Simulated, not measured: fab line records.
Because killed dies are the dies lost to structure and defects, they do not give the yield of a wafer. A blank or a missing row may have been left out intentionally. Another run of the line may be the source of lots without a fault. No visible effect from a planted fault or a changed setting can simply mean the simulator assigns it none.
Problem report in the 8D (eight disciplines) form, filled by code / flow gf180mcu / the parts of the form that need people (team, actions taken, sign-off) are left out

## 1. WHAT IS WRONG
At GF_V2_CD_MEAS_14, cdNm averages 254.6 nm over 4 wafers from 3 lots, while fault-free wafers read 259.9 nm, standard deviation 0.99. That is -5.4 standard deviations from the usual mean.
The step: target cd 260 nm.
Seen first at day 23 16:58 on cdSem-02, wafer L378.3. Wafers with a number at this step in the record: 37, from 13 lots. The rule behind "out" and "out of limits": a value lying over 4 standard deviations away from the usual mean. The other wafers with a number count as sound.

## 2. WHAT THIS IS AND IS NOT
question=which readings at this step | is=cdNm | is not=-
question=which lots | is=L378, L381, L383 | is not=L369, L371, L372, L373, L375, L385, L388, L390, L391, L392
question=which wafers of those lots | is=L378.3, L381.1, L383.1, L383.3 | is not=L378.4, L381.4, L383.6
question=read on which gauges | is=cdSem-01, cdSem-02 | is not=-
question=when | is=from day 23 16:58 | is not=up to then (16 sound wafers); but 17 sound wafers of L381, L383, L385, L388, L390, L391, L392 came after

## 3. SUSPECTS, AND WHAT RULES EACH OUT
Counting: any tool at a process step up to the reading remains a suspect provided it ran every lot that is out. Sound lots after the first of them don't rule it out here, since some wafers of a struck lot are sound.
- the gauge at GF_V2_CD_MEAS_14 is ruled out. Those wafers that are out were read across 2 gauges (cdSem-01, cdSem-02).
- cvdW-01 at GF_V1_CVD_23 (deposits W, target thk 350 nm, time 105.05 s): kept. It processed each lot that is out (first: L378, day 21 16:44); up to then, its last sound lot is L375 (day 20 16:41).
- lithoTrack-01 at GF_V2_SOFTBAKE_10 (time 60 s): kept. It processed each lot that is out (first: L378, day 23 05:00); up to then, its last sound lot is L373 (day 21 05:00). Its own heaterPowerTotalW, runLengthS readings are out on those wafers.
Left after counting: cvdW-01 at GF_V1_CVD_23, lithoTrack-01 at GF_V2_SOFTBAKE_10.

## 4. THE CAUSE (what the simulator had put in)
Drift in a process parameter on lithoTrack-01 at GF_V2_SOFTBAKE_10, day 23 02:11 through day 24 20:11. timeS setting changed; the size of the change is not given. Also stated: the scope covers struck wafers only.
Of the 2 suspects that counting leaves, this tool is one.

## 5. THE EFFECT CHAIN, in route order
One row per reading whose mean, taken over the struck wafers that have a number, lies over 3 standard deviations from the usual. Only readings whose record carries a usual standard deviation are examined. hours: median over the lots of the time between each lot's start at the first step of this table that gives one and its start at this step. sigmas: the change, counted in usual standard deviations.
hours=0; step=GF_V2_SOFTBAKE_10; reading=heaterPowerTotalW; usual=93.06 W; on struck wafers=106.40; change=+13.34; sigmas=+99 or more
hours=0; step=GF_V2_SOFTBAKE_10; reading=runLengthS; usual=89.12 s; on struck wafers=69.30; change=-19.82; sigmas=-99 or more
hours=11; step=GF_V2_CD_MEAS_14; reading=cdNm; usual=259.9 nm; on struck wafers=254.6; change=-5.3; sigmas=-5.4
Its process steps:
- GF_V2_SOFTBAKE_10: time 60 s.
Readings that are blank on the struck wafers while sound wafers have them: plateTempC at GF_V2_SOFTBAKE_10.

## 6. HOW IT WOULD HAVE BEEN CAUGHT EARLIER
The first out-of-limits reading at a measuring or inspecting step in this record came at day 23 16:58, 15 hours after the fault's start at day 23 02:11.
Tool's own readings at GF_V2_SOFTBAKE_10, heaterPowerTotalW, runLengthS: out on all struck wafers the step has rows for; an alarm limit on them would have tripped on the first.
Among the 3 lots that are out, L381, L383 began GF_V2_SOFTBAKE_10 on lithoTrack-01 after day 23 16:58. A hold on the tool at that time would have spared those 2.
